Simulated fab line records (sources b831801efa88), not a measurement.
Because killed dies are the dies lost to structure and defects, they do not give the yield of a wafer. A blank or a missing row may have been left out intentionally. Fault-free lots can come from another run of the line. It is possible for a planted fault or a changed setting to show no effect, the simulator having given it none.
Comparing a struck lot with a sound one -- flow sky130 -- 43 out of 708 route steps
Sound: these wafers, L147.4, L147.5, L147.6. Wafers struck: L161.1, L161.2, L161.3. The cause is given at the end.
At each step with rows: each side's tool, then ch and its chambers, then its first start. Under that, the readings that differ: sound wafers -- struck wafers -- difference of the means -- sigmas: that difference in standard deviations of wafers without a fault.
alike: readings with means less than 2 such deviations apart, plus words and numbers identical on both sides. not compared: withheld readings, readings lacking a value on some wafer, bounds such as >300 that could conceal the same value, and numbers that have no deviation in the record and whose values overlap.
A row with sigmas, a row that says differs or no value, or rows on one side alone: a step with any of these is where the two part. Numbers that don't overlap but have no deviation are shown without sigmas and don't part them. A reading that every wafer of one side lacks parts them only if that side has two wafers or more.

SKY_FIELD_ISO_ETCH_15: etches the open film in CHF3/O2, stops on Si, target depth 180 nm, time 72 s.
  sound on rie-diel-02 ch 0,2,3, day 3 02:32; struck on rie-diel-01 ch 0,2,3, day 6 02:11
  alike: bias-w, drypump-motor-current-A, oes-product-au, throttle-valve-pct
  not compared: rf-hours-counter-h
SKY_FIELD_ISO_STRIP_16: strips in O2/N2.
  sound on plasma-asher-04 ch 0,1, day 3 02:37; struck on plasma-asher-03 ch 0,1, day 6 02:14
  alike: drypump-motor-current-A, n2-flow-sccm, oes-product-au, strip-time-to-endpoint-s
  not compared: rf-hours-counter-h
SKY_FIELD_ISO_ETCH_17: etches Si in HBr/Cl2/O2, target depth 342 nm, time 97.7 s.
  sound on rie-si-01 ch 0,1, day 3 02:41; struck on rie-si-01 ch 1,2,3, day 6 02:20
  alike: bias-w, drypump-motor-current-A, he-backside-leak-sccm, oes-product-au, throttle-valve-pct
  not compared: rf-hours-counter-h
then, 5 steps without rows for these wafers: SKY_FIELD_ISO_WET_ETCH_18 (etches Si3N4 in H3PO4, target depth 25 nm, time 286 s); SKY_FIELD_ISO_CLEAN_19 (cleans in SC1/SC2, time 150 s); SKY_FIELD_ISO_CLEAN_20 (cleans in dHF, time 20 s); SKY_FIELD_ISO_WET_ETCH_21 (etches SiO2 in dHF, target depth 20 nm, time 400 s); SKY_FIELD_ISO_OXIDATION_22 (stabilise 600 s, purge 300 s, target thk 10 nm).
SKY_FIELD_ISO_THK_MEAS_23:
  struck on film-metro-03, day 6 07:09; sound on film-metro-03, day 3 04:56
  alike: FIELD_ISO_OXIDATION_01_THK
then, 1 step without rows for these wafers: SKY_FIELD_ISO_CVD_24 (deposits SiO2, target thk 595 nm, time 99.2 s).
SKY_FIELD_ISO_THK_MEAS_25:
  struck on film-metro-02, day 6 07:17; sound on film-metro-03, day 3 05:04
  alike: FIELD_ISO_CVD_24_THK
then, 1 step without rows for these wafers: SKY_FIELD_ISO_ANNEAL_26 (time 1800 s).
SKY_FIELD_ISO_CMP_27: polishes, stops on Si3N4, t overpolish 16 s, target thk 457.8 nm.
  sound on cmp-02 ch 0,2,3, day 3 06:44; struck on cmp-02 ch 0,1,2, day 6 11:34
  alike: edge-zone-pressure-frac, motor-current-A, overpolish-run-s, platen-rpm, time-to-endpoint-s
then, 5 steps without rows for these wafers: SKY_FIELD_ISO_WET_ETCH_28 (etches SiO2 in dHF, target depth 23.7 nm, time 47 s); SKY_FIELD_ISO_WET_ETCH_29 (etches Si3N4 in H3PO4, target depth 160 nm, time 1825 s); SKY_FIELD_ISO_WET_ETCH_30 (etches SiO2 in dHF, target depth 25 nm, time 50 s); SKY_NWELL_CLEAN_00 (cleans in SC1/SC2, time 150 s); SKY_NWELL_OXIDATION_01 (stabilise 600 s, purge 300 s, target thk 10 nm).
SKY_NWELL_THK_MEAS_02:
  struck on film-metro-03, day 6 15:20; sound on film-metro-03, day 3 09:25
  alike: NWELL_OXIDATION_THK
then, 8 steps without rows for these wafers: SKY_DNWELL_DEHYDRATE_00 (time 60 s); SKY_DNWELL_HMDS_01 (prime time 60 s); SKY_DNWELL_COAT_02 (resist thk 3000 nm); SKY_DNWELL_SOFTBAKE_03; SKY_DNWELL_EXPOSE_04 (exposes mask DNM, target cd 3000 nm); SKY_DNWELL_PEB_05; SKY_DNWELL_DEVELOP_06 (develop time 60 s); SKY_DNWELL_IMPLANT_07.
SKY_DNWELL_STRIP_08: strips in O2/N2.
  sound on plasma-asher-01 ch 0,1, day 4 01:40; struck on plasma-asher-01 ch 0,1, day 7 10:58
  alike: drypump-motor-current-A, n2-flow-sccm, oes-product-au, strip-time-to-endpoint-s
  not compared: rf-hours-counter-h
SKY_DNWELL_TW_MEAS_09:
  struck on film-metro-01, day 7 11:04; sound on film-metro-04, day 4 01:45
  alike: DNWELL_TW
then, 7 steps without rows for these wafers: SKY_PWDE_DEHYDRATE_00 (time 60 s); SKY_PWDE_HMDS_01 (prime time 60 s); SKY_PWDE_COAT_02 (resist thk 3000 nm); SKY_PWDE_SOFTBAKE_03; SKY_PWDE_EXPOSE_04 (exposes mask PWDEM, target cd 840 nm); SKY_PWDE_PEB_05; SKY_PWDE_DEVELOP_06 (develop time 60 s).
SKY_PWDE_OVL_MEAS_07:
  struck on overlay-02, day 8 06:51; sound on overlay-01, day 4 18:22
  alike: PWDE_OVL
next, for these wafers, 1 step has no rows: SKY_PWDE_IMPLANT_08.
SKY_PWDE_STRIP_09: strips in O2/N2.
  sound on plasma-asher-01 ch 0,1, day 4 18:34; struck on plasma-asher-04 ch 0,1, day 8 07:02
  alike: drypump-motor-current-A, n2-flow-sccm, oes-product-au, strip-time-to-endpoint-s
  not compared: rf-hours-counter-h
SKY_PWDE_TW_MEAS_10:
  struck on film-metro-04, day 8 07:08; sound on film-metro-04, day 4 18:40
  alike: PWDE_TW
then, 2 steps without rows for these wafers: SKY_NWELL_DEHYDRATE_03 (time 60 s); SKY_NWELL_HMDS_04 (prime time 60 s).
-- the record jumps here: 42 days lie between the struck wafers' starts before and after (it left off in module NWELL and takes up again in module PAD_OPEN, whose first step shown is number 708 of the route) --
SKY_PAD_OPEN_PROBE_99:
  struck on prober-02, day 50 04:10; sound on prober-01, day 46 18:16
reading,sound,struck,difference,sigmas
killed_at_M0_to_M3,41 41 58,30 38 29,-14,-2
killed-at-front-end,14 12 17,208 193 218,+192,+45
killed-dies,79 80 103,262 261 263,+175,+20
killed-on-rim,12 15 23,53 46 52,+34,+8
  alike: killed_at_M4_up, killed-at-contacts, killed-at-other, killed-open, killed-short

## WHERE THEY PART
SKY_PAD_OPEN_PROBE_99 only, going by this record.

WHY: what had been put in by the simulator
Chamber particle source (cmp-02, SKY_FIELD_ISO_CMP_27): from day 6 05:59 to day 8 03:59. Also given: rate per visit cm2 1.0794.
